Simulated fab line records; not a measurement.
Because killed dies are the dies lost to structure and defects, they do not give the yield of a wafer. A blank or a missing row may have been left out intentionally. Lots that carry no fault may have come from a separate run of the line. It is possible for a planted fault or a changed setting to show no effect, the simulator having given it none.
Comparing a struck lot with a sound one    flow sky130    30 steps out of a route of 708
Sound: wafers L502.1, L502.3, L502.6. The struck wafers were L512.2, L512.3, L512.4. At the end, the cause is stated.
For every step that has rows: the tool of each side, followed by ch and its chambers, followed by its first start. Under that, the readings that differ: sound wafers    struck wafers    difference of the means    sigmas: that difference in standard deviations of wafers without a fault.
alike: a reading whose means differ by less than 2 such deviations, as well as words and numbers matching on both sides. not compared: withheld readings; readings where some wafer has no value; bounds like >300 that might hide an equal value; numbers whose values overlap and for which the record gives no deviation.
Wherever a step has rows on one side only, a row that says differs or no value, or a row with sigmas, the two part there. When numbers do not overlap yet have no deviation, they are printed without sigmas and do not part them. A reading that every wafer of one side lacks parts them only if that side has two wafers or more.

SKY_PWDE_STRIP_09: strips in O2/N2.
  sound on plasmaAsher-02 ch 0,1, day 4 02:47; struck on plasmaAsher-02 ch 0,1, day 6 09:53
  alike: drypumpMotorCurrentA, oesProductAu, stripTimeToEndpointS
  not compared: rfHoursCounterH
SKY_PWDE_TW_MEAS_10:
  sound on filmMetro-01 at day 4 02:53; struck on filmMetro-01 at day 6 09:59
  alike: PWDE_TW
then, 7 steps without rows for these wafers: SKY_NWELL_DEHYDRATE_03 (time 60 s); SKY_NWELL_HMDS_04 (prime time 60 s); SKY_NWELL_COAT_05 (resist thk 3000 nm); SKY_NWELL_SOFTBAKE_06; SKY_NWELL_EXPOSE_07 (exposes mask NWM, target cd 840 nm); SKY_NWELL_PEB_08; SKY_NWELL_DEVELOP_09 (develop time 60 s).
SKY_NWELL_OVL_MEAS_10:
  sound on overlay-02 at day 4 19:26; struck on overlay-02 at day 7 05:49
  alike: NWELL_00_OVL
then, 2 steps without rows for these wafers: SKY_NWELL_IMPLANT_11; SKY_NWELL_IMPLANT_12.
SKY_NWELL_IMPLANT_13:
  sound on implanter-04 ch 0, day 4 19:46; struck on implanter-01 ch 0, day 7 06:10
reading           sound                          struck                         difference  sigmas
doseIonsCm2       6.987e+11 6.993e+11 7.003e+11  2.964e+11 2.977e+11 2.975e+11  -4.022e+11  -99 or more
faradayCurrentUA  3.87 3.93 3.77                 1.74 1.71 1.64                 -2.16       -27
SKY_NWELL_STRIP_14: strips in O2/N2.
  sound on plasmaAsher-01 ch 0,1, day 4 19:55; struck on plasmaAsher-02 ch 0,1, day 7 06:17
  alike: drypumpMotorCurrentA, oesProductAu, stripTimeToEndpointS
  not compared: rfHoursCounterH
SKY_NWELL_TW_MEAS_15:
  sound on filmMetro-02 at day 4 20:01; struck on filmMetro-02 at day 7 06:24
  alike: NWELL_TW
then, 7 steps without rows for these wafers: SKY_NWELL_DEHYDRATE_16 (time 60 s); SKY_NWELL_HMDS_17 (prime time 60 s); SKY_NWELL_COAT_18 (resist thk 3000 nm); SKY_NWELL_SOFTBAKE_19; SKY_NWELL_EXPOSE_20 (exposes mask NWM COMPLEMENT, target cd 840 nm); SKY_NWELL_PEB_21; SKY_NWELL_DEVELOP_22 (develop time 60 s).
SKY_NWELL_OVL_MEAS_23:
  sound on overlay-01 at day 5 13:17; struck on overlay-01 at day 8 02:13
  alike: NWELL_01_OVL
then, 1 step without rows for these wafers: SKY_NWELL_IMPLANT_24.
SKY_NWELL_STRIP_25: strips in O2/N2.
  sound on plasmaAsher-01 ch 0,1, day 5 13:28; struck on plasmaAsher-03 ch 0,1, day 8 02:23
  alike: drypumpMotorCurrentA, oesProductAu, stripTimeToEndpointS
  not compared: rfHoursCounterH
SKY_NWELL_TW_MEAS_26:
  sound on filmMetro-04 at day 5 13:34; struck on filmMetro-01 at day 8 02:30
reading     sound        struck       difference  sigmas
NWELL_2_TW  493 493 492  511 511 507  +17         +2
then, 1 step without rows for these wafers: SKY_NWELL_CLEAN_27 (cleans in SC1/SC2, time 150 s).
SKY_NWELL_RTA_28: time 30 s.
  sound on rtpAnneal-01 ch 0, day 5 13:41; struck on rtpAnneal-01 ch 0, day 8 02:37
  alike: lampPowerPct, rampDownCPerS, wafer_temp_C_max
SKY_NWELL_RS_MEAS_29: uses a four-point probe to measure.
  sound on filmMetro-02 at day 5 13:47; struck on filmMetro-04 at day 8 02:43
reading            sound              struck             difference  sigmas
NWELL_RS (ohm/sq)  624.8 626.0 624.4  639.0 639.0 638.4  +13.7       +11
-- the record jumps here: 40 days lie between the struck wafers' starts before and after (it left off in module NWELL and takes up again in module PAD_OPEN, whose first step shown is number 708 of the route) --
SKY_PAD_OPEN_PROBE_99:
  sound on prober-01 at day 46 02:35; struck on prober-01 at day 48 11:35
reading                              sound                          struck                        difference  sigmas
model.etest.nfet_16v.rOnOhmUm        1.411e+04 1.411e+04 1.413e+04  1.45e+04 1.423e+04 1.444e+04  +2.73e+02   
model.etest.pfetG5v0d10v5.rOnOhmUm   4789 4807 4775                 4528 4612 4551                -227        
model.etest.tip_p_5v.rsOhmSq         2875 2855 2878                 2765 2771 2774                -99         
model.etest.pfetG5v0d10v5.driveUaUm  339 336.1 339.7                359.6 359.5 359.9             +21.4       
model.etest.pfet_01v8_lvt.driveUaUm  176.8 176.2 176.9              192.4 190 194.6               +15.7       
model.etest.pfet_16v.driveUaUm       240.6 236.8 238.5              253.9 253.2 252.5             +14.6       
  alike: killed_at_M0_to_M3, killed_at_M4_up, killedAtContacts, killedAtFrontEnd, killedAtOther, killedDies, killedOnRim, killedOpen, killedShort
  not compared: model.etest.tipP.rsOhmSq, model.etest.pfet_01v8_mvt.driveUaUm

## WHERE THEY PART
First at SKY_NWELL_IMPLANT_13; last, within this record, at SKY_NWELL_RS_MEAS_29. Later steps at which nothing parts them and some readings are alike: SKY_PAD_OPEN_PROBE_99.

WHY: whatever the simulator had introduced
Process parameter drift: implanter-01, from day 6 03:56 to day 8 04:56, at SKY_NWELL_IMPLANT_13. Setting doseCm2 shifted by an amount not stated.
